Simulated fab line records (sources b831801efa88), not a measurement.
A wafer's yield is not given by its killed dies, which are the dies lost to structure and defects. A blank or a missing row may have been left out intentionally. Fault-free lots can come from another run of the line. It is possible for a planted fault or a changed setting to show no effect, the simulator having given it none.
A lot that was struck, set against a sound lot -- flow sky130 -- 18 out of 708 route steps
Sound: wafers L507.1, L507.3, L507.6. Struck: wafer L516.6 (left out: L516.1, L516.5 of the same lot, which were not struck); the cause appears at the end.
Order at every step that has rows: each side's tool, ch and its chambers, its first start. Under that, the readings that differ: sound wafers -- struck wafers -- difference of the means -- sigmas: that difference in standard deviations of wafers without a fault.
alike: readings whose means differ by less than 2 such deviations, and words and numbers that are the same on both sides. not compared: withheld readings, readings that some wafer has no value for, bounds like >300 that may hide the same value, and numbers for which the record gives no deviation and whose values overlap.
A row with sigmas, a row that says differs or no value, or rows on one side alone: a step with any of these is where the two part. Non-overlapping numbers with no deviation appear without sigmas and do not part them. A reading missing from all wafers of one side parts the sides only when that side holds two or more wafers.

first, 5 steps without rows for these wafers: SKY_VIA4_COAT_06 (resist thk 1140 nm); SKY_VIA4_SOFTBAKE_07 (time 60 s); SKY_VIA4_EXPOSE_08 (exposes mask VIM4, target cd 800 nm); SKY_VIA4_PEB_09; SKY_VIA4_DEVELOP_10 (develop time 60 s).
SKY_VIA4_OVL_MEAS_11:
  struck on overlay-02, day 46 07:15; sound on overlay-02, day 43 21:09
  alike: VIA4_OVL
SKY_VIA4_ETCH_12: etches SiO2 in C4F8/O2/Ar, stops on TiN, target depth 580 nm.
  sound on rie_diel-03 ch 0,2,3, day 43 21:11; struck on rie_diel-03 ch 2, day 46 07:17
  alike: chamber_pressure_mTorr, oes_product_au
SKY_VIA4_STRIP_13: strips in O2/N2.
  sound on plasma_asher-03 ch 1, day 43 21:16; struck on plasma_asher-03 ch 1, day 46 07:22
  alike: chamber_pressure_mTorr, drypump_motor_current_A, oes_product_au, strip_time_to_endpoint_s
  not compared: rf_hours_counter_h
then, 3 steps without rows for these wafers: SKY_VIA4_STRIP_14 (strips in post etch residue remover, time 1200 s); SKY_VIA4_CLEAN_15 (cleans in IPA, time 180 s); SKY_VIA4_CLEAN_16 (cleans in O3/DIW).
SKY_VIA4_SPUTTER_17: material TiN, target thk 20 nm, time 80 s.
  struck on pvd_sputter-02, day 46 08:01; sound on pvd_sputter-01, day 43 21:51
  alike: throttle_valve_pct
SKY_VIA4_CVD_18: deposits W, target thk 505 nm, time 152.14 s.
  sound on cvd_w-01 ch 0,1, day 43 21:55; struck on cvd_w-02 ch 0, day 46 08:04
reading,sound,struck,difference,sigmas
heater_power_outer_w (W),387 530 536,652,+168,+3
heater_power_w (W),591 863 861,1045,+273,+2
susceptor_temp_C (C),400.32 400.20 400.15,425.66,+25.44,+99 or more
model.W_of_VIA4_CVD_18.thk_nm (nm),518 502.1 506.8,790.8,+281.8,
SKY_VIA4_RS_MEAS_19: a four-point-probe measurement.
  struck on film_metro-03, day 46 08:14; sound on film_metro-03, day 43 22:04
reading,sound,struck,difference,sigmas
VIA4_W_RS (ohm/sq),0.221 0.228 0.226,0.144,-0.081,-24
SKY_VIA4_THK_MEAS_20: measures by xrf.
  struck on film_metro-03, day 46 08:21; sound on film_metro-03, day 43 22:11
reading,sound,struck,difference,sigmas
VIA4_W_THK (nm),524 511 511,795,+280,+35
SKY_VIA4_CMP_21: polishes, stops on SiO2, t overpolish 25 s, target thk 0 nm.
  sound on cmp-02 ch 0,1, day 43 22:18; struck on cmp-01 ch 3, day 46 08:34
reading,sound,struck,difference,sigmas
time_to_endpoint_s (s),130 127 128,199,+71,+17
  alike: motor_current_A, slurry_filter_dp_kPa
SKY_METAL5_SPUTTER_00: material Ti, target thk 15 nm, time 10 s.
  struck on pvd_sputter-02, day 46 08:43; sound on pvd_sputter-03, day 43 22:33
reading,sound,struck,difference,sigmas
throttle_valve_pct (%),29.7 29.5 30.7,27.8,-2.2,-3
-- the record jumps here: 3 days lie between the struck wafers' starts before and after (it left off in module METAL5 and takes up again in module PAD_OPEN, whose first step shown is number 708 of the route) --
SKY_PAD_OPEN_PROBE_99:
  struck on prober-01, day 49 00:23; sound on prober-02, day 46 20:10
  alike: defect_limited_yield, killed_at_M0_to_M3, killed_at_M4_up, killed_at_contacts, killed_at_front_end, killed_at_other, killed_dies, killed_open, killed_short, sort_bin_3_pad_short, sort_bin_5_function, sort_bin_6_memory, sort_n_pass, sort_yield_pct

== WHERE THEY PART ==
Earliest at SKY_VIA4_CVD_18; latest, in this record, at SKY_METAL5_SPUTTER_00. Later steps at which nothing parts them and some readings are alike: SKY_PAD_OPEN_PROBE_99.

WHY: what the simulator had put in
cvd_w-02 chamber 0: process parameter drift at SKY_VIA4_CVD_18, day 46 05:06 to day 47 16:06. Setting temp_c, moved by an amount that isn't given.
